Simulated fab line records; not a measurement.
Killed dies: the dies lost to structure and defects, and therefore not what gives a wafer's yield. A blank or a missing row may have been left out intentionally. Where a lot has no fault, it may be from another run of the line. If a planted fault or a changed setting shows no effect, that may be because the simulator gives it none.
Struck lot and sound lot, side by side + flow sfq-line + 13 out of 325 route steps
Sound: wafers L816.2, L816.3, L816.6. Wafers L831.1, L831.3, L831.5 were the ones struck. The cause is given at the end.
Order at every step that has rows: each side's tool, ch and its chambers, its first start. Under that, the readings that differ: sound wafers + struck wafers + difference of the means + sigmas: that difference in standard deviations of wafers without a fault.
alike: readings whose means differ by less than 2 such deviations, and words and numbers that are the same on both sides. not compared: withheld readings, readings that some wafer has no value for, bounds like >300 that may hide the same value, and numbers for which the record gives no deviation and whose values overlap.
Wherever a step has rows on one side only, a row that says differs or no value, or a row with sigmas, the two part there. Numbers that don't overlap but have no deviation are shown without sigmas and don't part them. Lack of a reading on every wafer of one side parts them only where that side has two or more wafers.

SFQ_I6_OVL_MEAS_942:
  sound on overlay-01 at day 77 00:12; struck on overlay-02 at day 84 08:52
  alike: I6_OVL
SFQ_TRILAYER_I6_VIA_BARC_OPEN_VIA_ETCH_235: etches BARC in O2, target depth 125 nm, time 41.7 s.
  sound on rie-diel-04 ch 0,1, day 77 00:14; struck on rie-diel-02 ch 2,3, day 84 08:53
  alike: drypump-motor-current-A, oes-product-au
  not compared: rf-hours-counter-h
SFQ_TRILAYER_I6_VIA_ETCH_VIA_ETCH_172: etches SiO2 in CHF3, stops on Nb, target depth 260 nm.
  sound on rie-diel-04 ch 0,1, day 77 00:16; struck on rie-diel-02 ch 2,3, day 84 08:56
  alike: drypump-motor-current-A, oes-product-au
SFQ_TRILAYER_I6_VIA_STRIP_STRIP_173: strips in O2.
  sound on rie-metal-04 ch 0, day 77 00:35; struck on rie-metal-02 ch 0,1, day 84 09:03
  alike: drypump-motor-current-A, oes-product-au
  not compared: rf-hours-counter-h
then, 2 steps without rows for these wafers: SFQ_TRILAYER_I6_VIA_STRIP_SOLV_CLEAN_174 (cleans in NMP, time 600 s); SFQ_TRILAYER_M7_DEP_PRE_CLEAN_176 (time 22.5 s).
SFQ_TRILAYER_M7_DEP_SPUTTER_175: material Nb, target thk 200 nm, time 133.3 s.
  sound on pvd-sputter-06 at day 77 01:47; struck on pvd-sputter-06 at day 84 09:51
  alike: base-pressure-pa, cathode-dc-power-W, throttle-valve-pct
SFQ_M7_RS_MEAS_943: uses a four-point probe to measure.
  sound on film-metro-01 at day 77 01:53; struck on film-metro-03 at day 84 09:56
| reading           | sound             | struck            | difference | sigmas |
|-------------------|-------------------|-------------------|------------|--------|
| M7_NB_RS (ohm/sq) | 0.909 0.896 0.888 | 0.873 0.884 0.875 | -0.020     | -2     |
then, 3 steps without rows for these wafers: SFQ_TRILAYER_M7_LITHO_COAT_182 (resist thk 62 nm); SFQ_TRILAYER_M7_LITHO_COAT_177 (resist thk 600 nm); SFQ_TRILAYER_M7_LITHO_SOFTBAKE_181.
-- the record jumps here: 3 days lie between the struck wafers' starts before and after --
SFQ_TRILAYER_M7_LITHO_EXPOSE_178: exposes mask M7, target cd 500 nm.
  sound on krf-scanner-01 ch 0, day 77 04:41; struck on krf-scanner-01, day 87 15:55
  no value came back on the struck wafers for exposure-dose-mJ-cm2, focus-offset-nm (nm), sigma-outer; on the sound wafers exposure-dose-mJ-cm2 reads 14.416 14.389 14.390
  alike: mask
then, 1 step without rows for these wafers: SFQ_TRILAYER_M7_LITHO_PEB_180 (peb time 60 s).

## WHERE THEY PART
At SFQ_M7_RS_MEAS_943 first; at SFQ_TRILAYER_M7_LITHO_EXPOSE_178 last (within this record only).

WHY: what had been put in by the simulator
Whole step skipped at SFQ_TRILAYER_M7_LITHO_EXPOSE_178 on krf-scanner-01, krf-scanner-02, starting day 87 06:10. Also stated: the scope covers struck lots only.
